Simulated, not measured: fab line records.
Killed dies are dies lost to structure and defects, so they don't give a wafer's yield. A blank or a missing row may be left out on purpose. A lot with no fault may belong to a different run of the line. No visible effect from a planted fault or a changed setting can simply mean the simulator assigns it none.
Tool commonality check || flow sky130 || 36 wafers sampled across 12 lots

## WHY IT WAS OPENED
3 of 12 lots carry a flag on the reading VT_ADJUST_LVTN_2_TW at SKY_VT_ADJUST_LVTN_TW_MEAS_21. Fault-free wafers read 188.3, with a standard deviation of 0.97.
Rule: a lot is flagged in two cases, either no wafer of it has a number, or all its wafers with numbers fall more than 4 standard deviations from that mean. The rest of the lots are taken to be sound.

{"lot": "L430", "measured": "day 7 21:11", "on": "film-metro-02", "VT_ADJUST_LVTN_2_TW, wafer by wafer": "188.6 187.7 188.6", "flag": ""}
{"lot": "L432", "measured": "day 8 08:11", "on": "film-metro-02", "VT_ADJUST_LVTN_2_TW, wafer by wafer": "189.4 188.2 187.5", "flag": ""}
{"lot": "L437", "measured": "day 10 07:10", "on": "film-metro-04", "VT_ADJUST_LVTN_2_TW, wafer by wafer": "188.8 189.0 188.6", "flag": ""}
{"lot": "L438", "measured": "day 10 10:07", "on": "film-metro-04", "VT_ADJUST_LVTN_2_TW, wafer by wafer": "188.6 188.8 188.5", "flag": ""}
{"lot": "L439", "measured": "day 10 11:10", "on": "film-metro-04", "VT_ADJUST_LVTN_2_TW, wafer by wafer": "189.4 189.0 188.9", "flag": ""}
{"lot": "L441", "measured": "day 11 01:34", "on": "film-metro-02", "VT_ADJUST_LVTN_2_TW, wafer by wafer": "189.1 188.1 188.5", "flag": ""}
{"lot": "L446", "measured": "day 12 10:59", "on": "film-metro-03", "VT_ADJUST_LVTN_2_TW, wafer by wafer": "205.8 205.1 205.6", "flag": "FLAGGED"}
{"lot": "L445", "measured": "day 12 12:53", "on": "film-metro-03", "VT_ADJUST_LVTN_2_TW, wafer by wafer": "205.4 206.4 206.2", "flag": "FLAGGED"}
{"lot": "L447", "measured": "day 12 21:44", "on": "film-metro-04", "VT_ADJUST_LVTN_2_TW, wafer by wafer": "205.5 206.5 207.3", "flag": "FLAGGED"}
{"lot": "L450", "measured": "day 14 17:54", "on": "film-metro-02", "VT_ADJUST_LVTN_2_TW, wafer by wafer": "190.4 190.6 189.1", "flag": ""}
{"lot": "L451", "measured": "day 14 18:58", "on": "film-metro-03", "VT_ADJUST_LVTN_2_TW, wafer by wafer": "187.1 186.6 186.8", "flag": ""}
{"lot": "L452", "measured": "day 14 19:16", "on": "film-metro-03", "VT_ADJUST_LVTN_2_TW, wafer by wafer": "185.9 187.9 187.7", "flag": ""}
On average the flagged lots' numbers are 206.0, which is +17.7 against the usual, or +18 standard deviations.

## EACH LOT AND THE TOOL IT RAN ON
Before the reading, the record contains 2 process steps out of a 708-step route. Cell contents, in order: the tool; ch with the chambers the sampled wafers went through; the start.
{"lot": "L430", "flag": "", "SKY_VT_ADJUST_LVTN_IMPLANT_19": "implanter-04 ch 0, day 7 20:58", "SKY_VT_ADJUST_LVTN_STRIP_20": "plasma-asher-02 ch 0,1, day 7 21:05"}
{"lot": "L432", "flag": "", "SKY_VT_ADJUST_LVTN_IMPLANT_19": "implanter-03 ch 0, day 8 07:57", "SKY_VT_ADJUST_LVTN_STRIP_20": "plasma-asher-04 ch 0,1, day 8 08:04"}
{"lot": "L437", "flag": "", "SKY_VT_ADJUST_LVTN_IMPLANT_19": "implanter-04 ch 0, day 10 06:55", "SKY_VT_ADJUST_LVTN_STRIP_20": "plasma-asher-04 ch 0,1, day 10 07:04"}
{"lot": "L438", "flag": "", "SKY_VT_ADJUST_LVTN_IMPLANT_19": "implanter-04 ch 0, day 10 09:52", "SKY_VT_ADJUST_LVTN_STRIP_20": "plasma-asher-02 ch 0,1, day 10 10:01"}
{"lot": "L439", "flag": "", "SKY_VT_ADJUST_LVTN_IMPLANT_19": "implanter-03 ch 0, day 10 10:57", "SKY_VT_ADJUST_LVTN_STRIP_20": "plasma-asher-02 ch 0,1, day 10 11:05"}
{"lot": "L441", "flag": "", "SKY_VT_ADJUST_LVTN_IMPLANT_19": "implanter-02 ch 0, day 11 01:19", "SKY_VT_ADJUST_LVTN_STRIP_20": "plasma-asher-03 ch 0,1, day 11 01:28"}
{"lot": "L446", "flag": "FLAGGED", "SKY_VT_ADJUST_LVTN_IMPLANT_19": "implanter-03 ch 0, day 12 10:45", "SKY_VT_ADJUST_LVTN_STRIP_20": "plasma-asher-04 ch 0,1, day 12 10:52"}
{"lot": "L445", "flag": "FLAGGED", "SKY_VT_ADJUST_LVTN_IMPLANT_19": "implanter-03 ch 0, day 12 12:40", "SKY_VT_ADJUST_LVTN_STRIP_20": "plasma-asher-02 ch 0,1, day 12 12:49"}
{"lot": "L447", "flag": "FLAGGED", "SKY_VT_ADJUST_LVTN_IMPLANT_19": "implanter-03 ch 0, day 12 21:32", "SKY_VT_ADJUST_LVTN_STRIP_20": "plasma-asher-03 ch 0,1, day 12 21:38"}
{"lot": "L450", "flag": "", "SKY_VT_ADJUST_LVTN_IMPLANT_19": "implanter-02 ch 0, day 14 17:39", "SKY_VT_ADJUST_LVTN_STRIP_20": "plasma-asher-03 ch 0,1, day 14 17:48"}
{"lot": "L451", "flag": "", "SKY_VT_ADJUST_LVTN_IMPLANT_19": "implanter-04 ch 0, day 14 18:43", "SKY_VT_ADJUST_LVTN_STRIP_20": "plasma-asher-02 ch 0,1, day 14 18:52"}
{"lot": "L452", "flag": "", "SKY_VT_ADJUST_LVTN_IMPLANT_19": "implanter-02 ch 0, day 14 19:01", "SKY_VT_ADJUST_LVTN_STRIP_20": "plasma-asher-03 ch 0,1, day 14 19:10"}
These steps, and what they do:
- SKY_VT_ADJUST_LVTN_IMPLANT_19
- SKY_VT_ADJUST_LVTN_STRIP_20: strips in O2/N2.
- SKY_VT_ADJUST_LVTN_TW_MEAS_21

## FLAGGED AGAINST TOTAL, ONE TOOL AT A TIME (gauges that did the reading follow at the end)
{"step": "SKY_VT_ADJUST_LVTN_IMPLANT_19", "tool": "implanter-02", "lots run": 3, "flagged": 0, "share of the flagged lots": "none", "sound lots run after its first flagged lot": "-"}
{"step": "SKY_VT_ADJUST_LVTN_IMPLANT_19", "tool": "implanter-03", "lots run": 5, "flagged": 3, "share of the flagged lots": "all", "sound lots run after its first flagged lot": 0}
{"step": "SKY_VT_ADJUST_LVTN_IMPLANT_19", "tool": "implanter-04", "lots run": 4, "flagged": 0, "share of the flagged lots": "none", "sound lots run after its first flagged lot": "-"}
{"step": "SKY_VT_ADJUST_LVTN_STRIP_20", "tool": "plasma-asher-02", "lots run": 5, "flagged": 1, "share of the flagged lots": "some", "sound lots run after its first flagged lot": "1 (L451)"}
{"step": "SKY_VT_ADJUST_LVTN_STRIP_20", "tool": "plasma-asher-03", "lots run": 4, "flagged": 1, "share of the flagged lots": "some", "sound lots run after its first flagged lot": "2 (L450,L452)"}
{"step": "SKY_VT_ADJUST_LVTN_STRIP_20", "tool": "plasma-asher-04", "lots run": 3, "flagged": 1, "share of the flagged lots": "some", "sound lots run after its first flagged lot": 0}
{"step": "SKY_VT_ADJUST_LVTN_TW_MEAS_21", "tool": "film-metro-02", "lots run": 4, "flagged": 0, "share of the flagged lots": "none", "sound lots run after its first flagged lot": "-"}
{"step": "SKY_VT_ADJUST_LVTN_TW_MEAS_21", "tool": "film-metro-03", "lots run": 4, "flagged": 2, "share of the flagged lots": "some", "sound lots run after its first flagged lot": "2 (L451,L452)"}
{"step": "SKY_VT_ADJUST_LVTN_TW_MEAS_21", "tool": "film-metro-04", "lots run": 4, "flagged": 1, "share of the flagged lots": "some", "sound lots run after its first flagged lot": 0}

## THE TABLE: WHAT IT ALLOWS
All flagged lots share 1 row of the table, namely implanter-03 at SKY_VT_ADJUST_LVTN_IMPLANT_19.
- implanter-03 at SKY_VT_ADJUST_LVTN_IMPLANT_19 ran 5 lots, 3 of them flagged. Last sound lot L439 at day 10 10:57, first flagged lot L446 at day 12 10:45; a fault beginning in between fits. Its own readings (dose-ions-cm2, faraday-current-uA) fall more than 4 standard deviations out on all wafers of the flagged lots.
One tool is left: implanter-03 at SKY_VT_ADJUST_LVTN_IMPLANT_19.

## WHAT WAS PUT IN BY THE SIMULATOR
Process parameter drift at SKY_VT_ADJUST_LVTN_IMPLANT_19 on implanter-03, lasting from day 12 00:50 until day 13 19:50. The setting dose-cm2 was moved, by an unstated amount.
Lots struck among those shown: L446, L445, L447. The rule above reached the same finding.
